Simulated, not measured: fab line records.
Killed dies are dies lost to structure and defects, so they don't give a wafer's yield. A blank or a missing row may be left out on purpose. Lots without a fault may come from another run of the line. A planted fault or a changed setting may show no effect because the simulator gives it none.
fab line records    flow sky130
record lots=14  wafers=42  last_day=50
route steps=708 shown NWELL@34 VT_ADJUST_LVTN@105 VT_ADJUST_NCORE@127
lots untouched by any fault: they come from a run of this same line in which no faults occurred
start_h: hours from the record's opening day to when the first of the lot's shown wafers began    wait_h: how many hours have passed since the lot's step before this one    " as in the row above    L1.1+2: one row covering several wafers at once    - no value, or no start given    * or withheld: withheld    < > ~ a bound
route shown NAME@n: names a module that has steps shown in the file, with the first one's number in the route    usual: mean/standard deviation of fault-free wafers    same: alike in all rows    chamber/n: place in a boat    sites: readings site by site    _std_site: how widely they spread, as a standard deviation    _edge_site: mean of outer sites minus mean of inner sites    radius_mm: for every site, how far away it sits from the centre of the wafer    mask NAME#n: copy n    behind: tool/chamber where the wafer was last shaped    hold: why the lot was held/for how many hours/how that ended    device: whichever transistor did not switch (one of n, p or np)    end of line: tests of these same wafers at the route's end    for a step that has no rows: nothing shown but its recipe    killed: at the first sort, the dies lost to defects and structure; wafer yield is something else    map: dies across one wafer; x = killed, . = not, _ = none there
set.NAME: the run value of the setting; set.NAME@STEP: its run value at that earlier step    model.NAME: the simulator's own value behind a step, which no gauge read
one table for each step of the route and one row for each wafer, over a sample of lots
services: the hour from which a tool's chamber was out of use, counted from the record's first day as start_h (under 0 if before that day), plus the number of hours and why
## steps
# step SKY_NWELL_THK_MEAS_02
# recipe reads=SiO2_of_NWELL_OXIDATION_01
# usual NWELL_OXIDATION_THK=10.08/0.2
lot.wafer  tool           chamber  start_h  wait_h  NWELL_OXIDATION_THK[nm]
L948.1     film_metro-04  -        55.50    0.0     10.37
L948.2     "              -        "        "       10.29
L948.5     "              -        "        "       10.41
L946.2     film_metro-02  -        55.51    0.0     10.20
L946.3     "              -        "        "       10.32
L946.6     "              -        "        "       10.36
L947.2     film_metro-03  -        55.51    0.0     9.90
L947.3     "              -        "        "       10.05
L947.5     "              -        "        "       9.94
L950.1     film_metro-02  -        61.80    0.0     10.37
L950.2     "              -        "        "       10.38
L950.6     "              -        "        "       10.33
L951.1     film_metro-03  -        73.19    0.0     10.23
L951.2     "              -        "        "       10.26
L951.3     "              -        "        "       10.20
L953.1     film_metro-04  -        81.66    0.0     9.94
L953.2     "              -        "        "       9.92
L953.5     "              -        "        "       9.74
L955.2     film_metro-02  -        94.36    0.0     10.03
L955.4     "              -        "        "       10.29
L955.5     "              -        "        "       10.15
L956.2     film_metro-04  -        94.36    0.0     9.90
L956.4     "              -        "        "       10.04
L956.5     "              -        "        "       10.08
L958.1     film_metro-03  -        104.68   0.0     10.19
L958.2     "              -        "        "       10.33
L958.5     "              -        "        "       10.20
L964.1     film_metro-02  -        136.96   0.0     10.12
L964.4     "              -        "        "       9.96
L964.6     "              -        "        "       9.94
L965.1     film_metro-03  -        141.18   0.0     9.89
L965.2     "              -        "        "       9.85
L965.6     "              -        "        "       9.76
L966.1     film_metro-02  -        146.56   0.0     10.37
L966.3     "              -        "        "       10.20
L966.6     "              -        "        "       10.42
L967.1     film_metro-03  -        153.64   0.0     10.05
L967.2     "              -        "        "       10.01
L967.5     "              -        "        "       10.08
L968.3     film_metro-03  -        156.46   0.0     10.04
L968.5     "              -        "        "       10.05
L968.6     "              -        "        "       10.29
# step SKY_NWELL_RTA_28
# recipe temp_c=1050  time_s=30  idle_temp_c=650  ramp_up_c_per_s=150  ramp_down_c_per_s=90  ambient=N2
# usual lamp_power_pct=25.30/0.053  wafer_temp_C_max=1054.8/0.94
lot.wafer  tool           chamber  start_h  wait_h  lamp_power_pct  wafer_temp_C_max
L948.1     rtp_anneal-01  0        124.85   0.0     25.31           1058.3
L948.2     "              0        "        "       25.31           1054.7
L948.5     "              0        "        "       25.38           1055.3
L947.2     rtp_anneal-02  0        125.52   0.0     25.28           1055.7
L947.3     "              0        "        "       25.25           1054.8
L947.5     "              0        "        "       25.27           1053.4
L946.2     rtp_anneal-01  0        125.87   0.0     25.30           1053.7
L946.3     "              0        "        "       25.29           1054.3
L946.6     "              0        "        "       25.29           1054.9
L950.1     rtp_anneal-01  0        130.02   0.0     25.38           1054.8
L950.2     "              0        "        "       25.27           1053.8
L950.6     "              0        "        "       25.31           1054.2
L951.1     rtp_anneal-01  0        146.44   0.0     25.32           1055.9
L951.2     "              0        "        "       25.36           1055.6
L951.3     "              0        "        "       25.35           1054.3
L953.1     rtp_anneal-02  0        155.14   0.0     25.35           1054.9
L953.2     "              0        "        "       25.28           1055.7
L953.5     "              0        "        "       25.33           1053.6
L956.2     rtp_anneal-02  0        168.36   0.0     25.35           1055.8
L956.4     "              0        "        "       25.37           1054.4
L956.5     "              0        "        "       25.22           1054.3
L955.2     rtp_anneal-01  0        168.92   0.0     25.31           1054.7
L955.4     "              0        "        "       25.29           1053.3
L955.5     "              0        "        "       25.31           1055.5
L958.1     rtp_anneal-01  0        182.59   0.0     25.24           1054.8
L958.2     "              0        "        "       25.29           1055.1
L958.5     "              0        "        "       25.32           1055.4
L964.1     rtp_anneal-01  0        220.50   0.0     25.30           1056.0
L964.4     "              0        "        "       25.25           1054.3
L964.6     "              0        "        "       25.30           1055.2
L965.1     rtp_anneal-02  0        223.54   0.0     25.27           1054.3
L965.2     "              0        "        "       25.23           1055.3
L965.6     "              0        "        "       25.32           1054.7
L966.1     rtp_anneal-02  0        231.09   0.0     25.42           1054.3
L966.3     "              0        "        "       25.38           1054.0
L966.6     "              0        "        "       25.22           1053.7
L967.1     rtp_anneal-02  0        237.44   0.0     25.36           1054.6
L967.2     "              0        "        "       25.25           1054.5
L967.5     "              0        "        "       25.42           1055.3
L968.3     rtp_anneal-01  0        242.73   0.0     25.34           1055.3
L968.5     "              0        "        "       25.28           1056.2
L968.6     "              0        "        "       25.31           1055.5
# step SKY_VT_ADJUST_LVTN_IMPLANT_08
# recipe species=B  energy_kev=30  dose_cm2=1.57e+12  tilt_deg=withheld
# usual dose_ions_cm2=1.5699e+12/1.7e+09  faraday_current_uA=8.86/0.17
lot.wafer  tool          chamber  start_h  wait_h  dose_ions_cm2  faraday_current_uA
L948.1     implanter-01  0        163.59   0.0     1.5723e+12     9.19
L948.2     "             0        "        "       1.5683e+12     9.04
L948.5     "             0        "        "       1.5698e+12     9.04
L947.2     implanter-01  0        164.01   0.0     1.5681e+12     8.79
L947.3     "             0        "        "       1.5668e+12     8.74
L947.5     "             0        "        "       1.5678e+12     8.87
L946.2     implanter-03  0        165.31   0.0     1.5699e+12     8.67
L946.3     "             0        "        "       1.5684e+12     8.62
L946.6     "             0        "        "       1.5692e+12     8.89
L950.1     implanter-02  0        168.98   0.0     1.5706e+12     8.81
L950.2     "             0        "        "       1.5722e+12     8.98
L950.6     "             0        "        "       1.57e+12       8.93
L951.1     implanter-02  0        187.64   0.0     1.5684e+12     9.15
L951.2     "             0        "        "       1.5712e+12     8.84
L951.3     "             0        "        "       1.5717e+12     8.62
L953.1     implanter-03  0        196.69   0.0     1.5673e+12     8.89
L953.2     "             0        "        "       1.5699e+12     8.57
L953.5     "             0        "        "       1.5695e+12     8.91
L956.2     implanter-01  0        209.36   0.0     1.1116e+12     6.07
L956.4     "             0        "        "       1.1109e+12     6.46
L956.5     "             0        "        "       1.1117e+12     6.32
L955.2     implanter-01  0        210.31   0.0     1.1098e+12     6.27
L955.4     "             0        "        "       1.1129e+12     6.31
L955.5     "             0        "        "       1.1097e+12     6.17
L958.1     implanter-01  0        225.18   0.0     1.1095e+12     6.27
L958.2     "             0        "        "       1.1115e+12     6.20
L958.5     "             0        "        "       1.1073e+12     6.22
L964.1     implanter-03  0        268.63   0.0     1.571e+12      8.98
L964.4     "             0        "        "       1.5725e+12     8.94
L964.6     "             0        "        "       1.5707e+12     8.81
L965.1     implanter-02  0        271.53   0.0     1.5693e+12     8.81
L965.2     "             0        "        "       1.5695e+12     8.65
L965.6     "             0        "        "       1.5685e+12     9.07
L966.1     implanter-01  0        279.63   0.0     1.5671e+12     9.10
L966.3     "             0        "        "       1.5718e+12     8.80
L966.6     "             0        "        "       1.5721e+12     8.65
L967.1     implanter-02  0        285.29   0.0     1.5702e+12     8.77
L967.2     "             0        "        "       1.5699e+12     8.84
L967.5     "             0        "        "       1.5692e+12     8.89
L968.3     implanter-02  0        292.43   0.1     1.5716e+12     8.68
L968.5     "             0        "        "       1.5728e+12     8.86
L968.6     "             0        "        "       1.5695e+12     9.12
# step SKY_VT_ADJUST_LVTN_TW_MEAS_10
# usual VT_ADJUST_LVTN_TW=240/3.7
lot.wafer  tool           chamber  start_h  wait_h  VT_ADJUST_LVTN_TW
L948.1     film_metro-02  -        163.84   0.1     236
L948.2     "              -        "        "       235
L948.5     "              -        "        "       235
L947.2     film_metro-03  -        164.24   0.1     239
L947.3     "              -        "        "       238
L947.5     "              -        "        "       238
L946.2     film_metro-02  -        165.54   0.1     236
L946.3     "              -        "        "       235
L946.6     "              -        "        "       235
L950.1     film_metro-02  -        169.23   0.1     238
L950.2     "              -        "        "       236
L950.6     "              -        "        "       238
L951.1     film_metro-01  -        187.89   0.1     246
L951.2     "              -        "        "       247
L951.3     "              -        "        "       246
L953.1     film_metro-01  -        196.94   0.1     247
L953.2     "              -        "        "       247
L953.5     "              -        "        "       246
L956.2     film_metro-02  -        209.59   0.1     215
L956.4     "              -        "        "       214
L956.5     "              -        "        "       215
L955.2     film_metro-02  -        210.55   0.1     214
L955.4     "              -        "        "       214
L955.5     "              -        "        "       214
L958.1     film_metro-01  -        225.43   0.1     223
L958.2     "              -        "        "       224
L958.5     "              -        "        "       223
L964.1     film_metro-03  -        268.88   0.1     239
L964.4     "              -        "        "       239
L964.6     "              -        "        "       237
L965.1     film_metro-01  -        271.78   0.1     248
L965.2     "              -        "        "       247
L965.6     "              -        "        "       247
L966.1     film_metro-03  -        279.88   0.1     240
L966.3     "              -        "        "       240
L966.6     "              -        "        "       238
L967.1     film_metro-02  -        285.54   0.1     239
L967.2     "              -        "        "       239
L967.5     "              -        "        "       238
L968.3     film_metro-01  -        292.65   0.1     245
L968.5     "              -        "        "       245
L968.6     "              -        "        "       246
# step SKY_VT_ADJUST_NCORE_OVL_MEAS_08
# usual VT_ADJUST_NCORE_OVL=1.0/1.3
lot.wafer  tool        chamber  start_h  wait_h  VT_ADJUST_NCORE_OVL[nm]
L948.1     overlay-02  -        205.26   0.1     -0.2
L948.2     "           -        "        "       -0.8
L948.5     "           -        "        "       1.7
L947.2     overlay-02  -        205.52   0.1     2.1
L947.3     "           -        "        "       1.8
L947.5     "           -        "        "       1.5
L946.2     overlay-02  -        206.77   0.1     3.2
L946.3     "           -        "        "       3.2
L946.6     "           -        "        "       2.3
L950.1     overlay-02  -        210.01   0.1     -0.1
L950.2     "           -        "        "       -0.7
L950.6     "           -        "        "       0.3
L951.1     overlay-02  -        231.91   0.1     0.3
L951.2     "           -        "        "       1.0
L951.3     "           -        "        "       0.5
L953.1     overlay-01  -        239.26   0.1     0.5
L953.2     "           -        "        "       2.0
L953.5     "           -        "        "       1.9
L956.2     overlay-02  -        255.97   0.1     0.8
L956.4     "           -        "        "       1.0
L956.5     "           -        "        "       -0.3
L955.2     overlay-01  -        257.17   0.1     -0.2
L955.4     "           -        "        "       1.6
L955.5     "           -        "        "       1.0
L958.1     overlay-02  -        271.77   0.1     1.1
L958.2     "           -        "        "       1.4
L958.5     "           -        "        "       0.9
L964.1     overlay-02  -        319.56   0.1     2.2
L964.4     "           -        "        "       2.3
L964.6     "           -        "        "       -0.1
L965.1     overlay-01  -        322.82   0.1     -2.2
L965.2     "           -        "        "       -0.2
L965.6     "           -        "        "       -1.0
L966.1     overlay-02  -        330.11   0.1     -1.8
L966.3     "           -        "        "       0.6
L966.6     "           -        "        "       -1.6
L967.1     overlay-02  -        337.26   0.1     2.6
L967.2     "           -        "        "       2.9
L967.5     "           -        "        "       1.1
L968.3     overlay-01  -        345.13   0.1     1.1
L968.5     "           -        "        "       0.0
L968.6     "           -        "        "       1.3
## services
tool          chamber  start_h  hours  kind
implanter-03  -        115.57   3.5    repair
implanter-01  -        145.94   8.5    repair
implanter-03  -        160.99   2.7    repair
implanter-01  -        175.72   1.3    repair
implanter-03  -        203.15   8.2    repair
implanter-03  -        210.82   2.6    repair
implanter-03  -        213.37   5.0    pm
implanter-01  -        260.45   1.7    repair
implanter-01  -        280.98   4.3    pm
implanter-01  -        292.33   3.9    repair
## key
first_sign step=SKY_VT_ADJUST_LVTN_IMPLANT_08  reading=dose_ions_cm2  direction=down  sigmas=99+  usual=*  struck=*
effect step=SKY_VT_ADJUST_LVTN_IMPLANT_08  reading=faraday_current_uA  direction=down  sigmas=15  usual=8.86  struck=6.25
effect step=SKY_VT_ADJUST_LVTN_TW_MEAS_10  reading=VT_ADJUST_LVTN_TW  direction=down  sigmas=6.1  usual=240  struck=217
met_at SKY_VT_ADJUST_LVTN_IMPLANT_08
struck_lots L955,L956,L958
rows_end L956.2,L956.4,L956.5,L958.1,L958.2,L958.5
tester_left_out L955
not_acting_at SKY_NWELL_THK_MEAS_02,SKY_NWELL_RTA_28,SKY_VT_ADJUST_NCORE_OVL_MEAS_08
onset_between 164.01 209.36
fault kind=process_parameter_drift  tool=implanter-01  chamber=-  onset_h=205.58  steps=SKY_VT_ADJUST_LVTN_IMPLANT_08  channel=dose_cm2  offset=*  shape=step  end_h=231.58  acts_in=*  stated=*
# tester_left_out: of these lots the tester's yield and bins aren't shown, on N5 and GAA mostly nor the transistor test; their killed dies are dies lost to structure and defects alone, not to doping, threshold or leakage, so they don't give the yield
# rows_end: these wafers met a further fault down the route, and their rows from its step on are left out
